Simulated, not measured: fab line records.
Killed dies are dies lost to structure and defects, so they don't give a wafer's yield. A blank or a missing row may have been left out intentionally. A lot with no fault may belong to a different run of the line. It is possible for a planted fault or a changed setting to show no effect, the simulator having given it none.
Which of the tools did it? -- flow sfq line -- 14 lots (42 wafers sampled), 1 step of a 325-step route

WHAT THE GAUGES READ, wafer by wafer
No reading from a measuring or inspecting step in the record can be judged against a usual standard deviation.

WHAT TOOL EACH LOT RAN ON (gives the tool, then ch and the chambers of the sampled wafers, and finally the start)
lot,SFQ_TRILAYER_M5_BARC_OPEN_METAL_ETCH_161
L665,"rie metal-01 ch 0,1, day 58 15:00"
L666,"rie metal-04 ch 1, day 58 16:12"
L667,"rie metal-03 ch 0,1, day 59 03:01"
L668,"rie metal-04 ch 0,1, day 59 06:36"
L669,"rie metal-01 ch 0,1, day 59 10:13"
L670,"rie metal-04 ch 0,1, day 59 11:25"
L671,"rie metal-01 ch 0,1, day 59 12:36"
L672,"rie metal-01 ch 0,1, day 59 15:00"
L678,"rie metal-01 ch 0,1, day 62 04:12"
L680,"rie metal-01 ch 0,1, day 62 19:48"
L684,"rie metal-03 ch 0,1, day 68 21:36"
L685,"rie metal-04 ch 0,1, day 69 04:48"
L686,"rie metal-03 ch 1, day 69 07:12"
L687,"rie metal-04 ch 0,1, day 69 10:48"
- SFQ_TRILAYER_M5_BARC_OPEN_METAL_ETCH_161: etches BARC in O2, target depth 125 nm, time 41.7 s.

WHAT THE TOOLS THEMSELVES READ (means of the sampled wafers that have a number; where no wafer has one, the mark that the record gives instead)
SFQ_TRILAYER_M5_BARC_OPEN_METAL_ETCH_161.
lot,tool,drypump motor current A (A),oes product au (a.u.),rf fwd power W (W)
L665,rie metal-01,5.7,0.678,594.3
L666,rie metal-04,5.0,0.685,594.1
L667,rie metal-03,5.6,0.681,598.0
L668,rie metal-04,5.1,0.687,593.1
L669,rie metal-01,5.7,0.682,595.6
L670,rie metal-04,5.2,0.687,593.1
L671,rie metal-01,5.9,0.685,594.8
L672,rie metal-01,5.9,0.685,593.9
L678,rie metal-01,5.7,0.685,691.2
L680,rie metal-01,5.7,0.688,691.4
L684,rie metal-03,5.7,0.685,595.5
L685,rie metal-04,5.1,0.686,594.1
L686,rie metal-03,4.9,0.685,590.9
L687,rie metal-04,5.1,0.687,592.6

THE ANSWER, worked out from the rows above alone
Rule: the usual values come from the lots themselves. The widest of any qualifying gaps counts: lots, ordered by their means at a reading, are off when they make up no more than a third of the lots, leave a main group of 4 or more, and stand apart from it by 3 or more times the standard deviation of that group's means. A main group whose means are all the same, to the digits that the tables above print for the reading, isn't used. Also off: a lot with no number at a reading for which 4 or more lots have one. The other lots that the step has rows for count as sound. The gauges are gone through in route order, then the tools' own readings, and for those a lot's mean is taken as printed above. At the first step where some lot is off, the reading lying furthest off is the one used; lots without a number count as furthest.
Off: L678, L680, at SFQ_TRILAYER_M5_BARC_OPEN_METAL_ETCH_161 (rf fwd power W). Main group: mean 594.2 W, sd 1.7.
A tool fits if, at that step or a process step before it, it ran every lot that is off, and no sound lot after the first of them. One fits: rie metal-01 at SFQ_TRILAYER_M5_BARC_OPEN_METAL_ETCH_161. A fault onset in the window from L672 (day 59 15:00, its last sound lot) to L678 (day 62 04:12, its first lot off) fits.
The tool's own readings at SFQ_TRILAYER_M5_BARC_OPEN_METAL_ETCH_161 bear it out: on the lots that are off they differ by more than 5 times the standard deviation of the sound lots' means. rf fwd power W reads 691.3 W there against 594.2 W on the sound lots.

WHAT THE SIMULATOR HAD INSERTED
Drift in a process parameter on rie metal-01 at SFQ_TRILAYER_M5_BARC_OPEN_METAL_ETCH_161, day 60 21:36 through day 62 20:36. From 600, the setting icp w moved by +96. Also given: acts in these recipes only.
Struck lots among those shown: L678, L680. Same finding as the rule above.
